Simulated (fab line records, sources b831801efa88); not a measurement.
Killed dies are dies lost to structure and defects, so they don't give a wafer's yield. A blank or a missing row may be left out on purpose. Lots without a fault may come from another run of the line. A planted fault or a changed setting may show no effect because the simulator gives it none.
Which tool did it? | flow gf180mcu | 13 lots, 39 wafers sampled, at 3 steps of a route of 602

WHAT THE GAUGES READ, wafer by wafer
GF_VT_IMPLANT_OVL_MEAS_40.
lot  | measured     | on         | VT_IMPLANT_03_OVL (nm)
L374 | day 7 14:59  | overlay-01 | 0.7 2.5 -1.1
L375 | day 7 19:58  | overlay-01 | 1.5 1.2 -0.9
L376 | day 8 03:25  | overlay-01 | -2.2 -1.5 -2.2
L377 | day 8 10:29  | overlay-01 | -2.9 -1.9 0.7
L378 | day 8 17:26  | overlay-02 | -3.6 0.6 1.2
L380 | day 9 03:11  | overlay-02 | 2.6 1.5 -0.9
L388 | day 11 10:14 | overlay-02 | 1.2 1.7 2.3
L389 | day 11 17:49 | overlay-01 | -0.9 -0.2 0.1
L392 | day 12 11:23 | overlay-02 | 0.4 0.1 1.3
L394 | day 13 05:50 | overlay-01 | 0.7 0.3 1.4
L395 | day 13 11:20 | overlay-01 | -0.5 -0.1 -1.2
L396 | day 13 19:34 | overlay-02 | 1.5 1.2 2.1
L397 | day 13 21:29 | overlay-01 | 1.7 -0.5 -1.0

WHICH TOOL RAN EACH LOT (tool, then ch and the chambers of the sampled wafers, then the start)
lot  | GF_STI_ETCH_14                  | GF_LVPWELL_STRIP_10
L374 | rie_si-02 ch 0,1,2, day 2 02:26 | plasma_asher-02 ch 0,1, day 3 21:40
L375 | rie_si-01 ch 0,1, day 2 07:26   | plasma_asher-04 ch 0,1, day 4 03:43
L376 | rie_si-02 ch 0,2,3, day 2 13:47 | plasma_asher-03 ch 0,1, day 4 09:37
L377 | rie_si-02 ch 1,2, day 2 16:38   | plasma_asher-04 ch 0,1, day 4 14:56
L378 | rie_si-02 ch 2,3, day 2 22:17   | plasma_asher-04 ch 1, day 4 20:20
L380 | rie_si-02 ch 0,2,3, day 3 08:44 | plasma_asher-03 ch 1, day 5 06:32
L388 | rie_si-01 ch 0,1, day 5 01:38   | plasma_asher-04 ch 0,1, day 7 03:34
L389 | rie_si-01 ch 0,1,2, day 5 07:26 | plasma_asher-03 ch 0,1, day 7 10:13
L392 | rie_si-02 ch 0,1,3, day 5 22:35 | plasma_asher-03 ch 0,1, day 8 01:04
L394 | rie_si-01 ch 1,3, day 6 11:41   | plasma_asher-03 ch 0,1, day 8 15:22
L395 | rie_si-01 ch 0,2,3, day 6 13:56 | plasma_asher-04 ch 0,1, day 8 20:55
L396 | rie_si-01 ch 0,1,3, day 6 19:08 | plasma_asher-03 ch 0,1, day 9 02:22
L397 | rie_si-02 ch 0,2,3, day 6 23:23 | plasma_asher-02 ch 0,1, day 9 05:49
- GF_STI_ETCH_14: etches Si in HBr/Cl2/O2, target depth 360 nm, time 102.9 s.
- GF_LVPWELL_STRIP_10: strips in O2/N2.

WHAT THE TOOLS THEMSELVES READ (means of the sampled wafers that have a number; where no wafer has one, the mark that the record gives instead)
GF_STI_ETCH_14.
lot  | tool      | drypump_motor_current_A (A) | oes_product_au (a.u.) | rf_fwd_power_W (W) | throttle_valve_pct (%)
L374 | rie_si-02 | 5.9                         | 1.008                 | 598.2              | 25.656
L375 | rie_si-01 | 6.3                         | 0.979                 | 596.2              | 25.669
L376 | rie_si-02 | 5.8                         | 1.002                 | 597.1              | 25.655
L377 | rie_si-02 | 5.7                         | 0.999                 | 597.2              | 25.657
L378 | rie_si-02 | 5.5                         | 0.954                 | 499.1              | 25.679
L380 | rie_si-02 | 5.8                         | 0.968                 | 500.6              | 25.677
L388 | rie_si-01 | 6.3                         | 0.989                 | 595.6              | 25.651
L389 | rie_si-01 | 6.0                         | 1.002                 | 597.3              | 25.664
L392 | rie_si-02 | 5.9                         | 1.006                 | 599.2              | 25.655
L394 | rie_si-01 | 6.4                         | 1.015                 | 597.7              | 25.649
L395 | rie_si-01 | 5.9                         | 0.999                 | 596.5              | 25.659
L396 | rie_si-01 | 6.4                         | 0.998                 | 597.1              | 25.658
L397 | rie_si-02 | 5.8                         | 1.016                 | 599.3              | 25.649

GF_LVPWELL_STRIP_10.
lot  | tool            | drypump_motor_current_A (A) | heater_power_w (W) | oes_product_au (a.u.) | strip_time_to_endpoint_s (s)
L374 | plasma_asher-02 | 5.6                         | 313                | 0.726                 | 36.95
L375 | plasma_asher-04 | 5.9                         | 292                | 0.723                 | 37.07
L376 | plasma_asher-03 | 5.5                         | 336                | 0.724                 | 36.86
L377 | plasma_asher-04 | 5.9                         | 299                | 0.725                 | 37.13
L378 | plasma_asher-04 | 5.7                         | 323                | 0.725                 | 37.07
L380 | plasma_asher-03 | 6.0                         | 302                | 0.720                 | 36.94
L388 | plasma_asher-04 | 5.9                         | 294                | 0.721                 | 37.20
L389 | plasma_asher-03 | 5.7                         | 311                | 0.717                 | 36.94
L392 | plasma_asher-03 | 5.7                         | 319                | 0.722                 | 37.09
L394 | plasma_asher-03 | 5.7                         | 319                | 0.720                 | 36.97
L395 | plasma_asher-04 | 5.9                         | 295                | 0.727                 | 37.06
L396 | plasma_asher-03 | 5.7                         | 317                | 0.724                 | 36.92
L397 | plasma_asher-02 | 5.6                         | 311                | 0.725                 | 36.90

THE ANSWER, worked out from the rows above alone
Rule: what is usual is taken from the lots themselves. Put in order of their means at a reading, lots are off if they are a third of the lots or fewer, leave a main group of 4 or more, and stand apart from it by a gap of 3 or more times the standard deviation of the main group's means; of several such gaps the widest counts. A main group whose means are all the same, to the digits that the tables above print for the reading, isn't used. A lot without any number at a reading at which 4 lots or more have one is off too. The other lots that the step has rows for count as sound. The gauges are gone through in route order, then the tools' own readings, and for those a lot's mean is taken as printed above. The first step at which some lot is off is used, and at that step the reading that is off furthest; a lot without a number counts as furthest.
Off: L378, L380, at GF_STI_ETCH_14 (rf_fwd_power_W). The main group: mean 597.4 W, standard deviation 1.1.
A tool fits if, at that step or a process step before it, it ran every lot that is off, and no sound lot after the first of them. None of those tried fits.

WHAT THE SIMULATOR HAD PUT IN
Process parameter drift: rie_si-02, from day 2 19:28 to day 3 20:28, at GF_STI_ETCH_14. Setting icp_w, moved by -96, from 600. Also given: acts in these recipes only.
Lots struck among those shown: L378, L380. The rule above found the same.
